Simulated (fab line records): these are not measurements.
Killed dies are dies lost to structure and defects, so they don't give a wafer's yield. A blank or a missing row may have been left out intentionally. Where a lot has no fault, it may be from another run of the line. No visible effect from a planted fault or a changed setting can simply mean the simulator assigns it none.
Comparing a struck lot with a sound one + flow gf180mcu + 16 out of 602 route steps
Sound: the wafers L589.1, L589.4, L589.6. Struck: wafer L585.2 (L585.1, L585.6, from the same lot, were not struck and are left out); the cause is given at the end.
At each step with rows: each side's tool, then ch and its chambers, then its first start. Under that, the readings that differ: sound wafers + struck wafers + difference of the means + sigmas: that difference in standard deviations of wafers without a fault.
alike: a reading whose means differ by less than 2 such deviations, as well as words and numbers matching on both sides. not compared: withheld readings; readings where some wafer has no value; bounds like >300 that might hide an equal value; numbers whose values overlap and for which the record gives no deviation.
The two part at a step that has a row with sigmas, a row that says differs or no value, or rows on one side only. When numbers do not overlap yet have no deviation, they are printed without sigmas and do not part them. A reading missing from all wafers of one side parts the sides only when that side holds two or more wafers.

first, 6 steps without rows for these wafers: GF_M1_HMDS_08 (prime time 60 s); GF_M1_COAT_09 (resist thk 1000 nm); GF_M1_SOFTBAKE_10 (time 60 s); GF_M1_EXPOSE_11 (exposes mask Metal1, target cd 230 nm); GF_M1_PEB_12 (peb time 90 s); GF_M1_DEVELOP_13 (develop time 60 s).
GF_M1_CD_MEAS_14: target cd 230 nm.
  sound: cd-sem-01 at day 23 12:13; struck: cd-sem-01 at day 21 10:58
  alike: cd-nm
GF_M1_OVL_MEAS_15:
  sound: overlay-01 at day 23 12:20; struck: overlay-02 at day 21 11:05
  alike: M1_OVL
GF_M1_METAL_ETCH_16: etches the open film in Cl2/BCl3, stops on SiO2, target depth 750.8 nm, time 125.1 s.
  sound on rie-metal-04 ch 0, day 23 12:22; struck on rie-metal-02 ch 1, day 21 11:07
| reading                     | sound       | struck | difference | sigmas |
|-----------------------------|-------------|--------|------------|--------|
| drypump-motor-current-A (A) | 6.6 6.6 6.6 | 5.2    | -1.4       | -3     |
  alike: he-backside-leak-sccm, oes-product-au, rf-fwd-power-W, throttle-valve-pct
  not compared: rf-hours-counter-h
GF_M1_STRIP_17: strips in O2/N2.
  sound on plasma-asher-04 ch 0,1, day 23 12:38; struck on plasma-asher-02 ch 1, day 21 11:15
  alike: drypump-motor-current-A, heater-power-w, oes-product-au, platen-temp-c, strip-time-to-endpoint-s
  not compared: rf-hours-counter-h
then, 2 steps without rows for these wafers: GF_M1_STRIP_18 (strips in post etch residue remover, time 1200 s); GF_M1_CLEAN_19 (cleans in DIW).
GF_V1_CVD_00: deposits SiO2, target thk 600 nm, time 100 s.
  sound on hdpcvd-01 ch 0,2, day 23 13:10; struck on hdpcvd-02 ch 2, day 21 11:49
| reading                             | sound             | struck | difference | sigmas |
|-------------------------------------|-------------------|--------|------------|--------|
| sih4-flow-sccm (sccm)               | 60.03 59.71 59.93 | 71.77  | +11.88     | +70    |
| model.SiO2_of_V1_CVD_00.thk-nm (nm) | 596.6 594.6 593.7 | 715.9  | +120.9     |        |
GF_V1_THK_MEAS_01:
  sound: film-metro-04 at day 23 13:14; struck: film-metro-03 at day 21 11:53
| reading            | sound       | struck | difference | sigmas |
|--------------------|-------------|--------|------------|--------|
| V1_CVD_00_THK (nm) | 597 595 594 | 716    | +121       | +17    |
GF_V1_CVD_02: deposits SiO2 from TEOS, target thk 850 nm, time 94.851 s.
  sound on pecvd-03 ch 0,2, day 23 13:17; struck on pecvd-01 ch 1, day 21 11:57
  alike: heater-power-outer-w, heater-power-w, rf-fwd-power-W
then, 1 step without rows for these wafers: GF_PASSIVATION_PROBE_99.

WHERE THEY PART
First at GF_M1_METAL_ETCH_16; last, within this record, at GF_V1_THK_MEAS_01. Later steps at which nothing parts them and some readings are alike: GF_V1_CVD_02.

WHY: what had been put in by the simulator
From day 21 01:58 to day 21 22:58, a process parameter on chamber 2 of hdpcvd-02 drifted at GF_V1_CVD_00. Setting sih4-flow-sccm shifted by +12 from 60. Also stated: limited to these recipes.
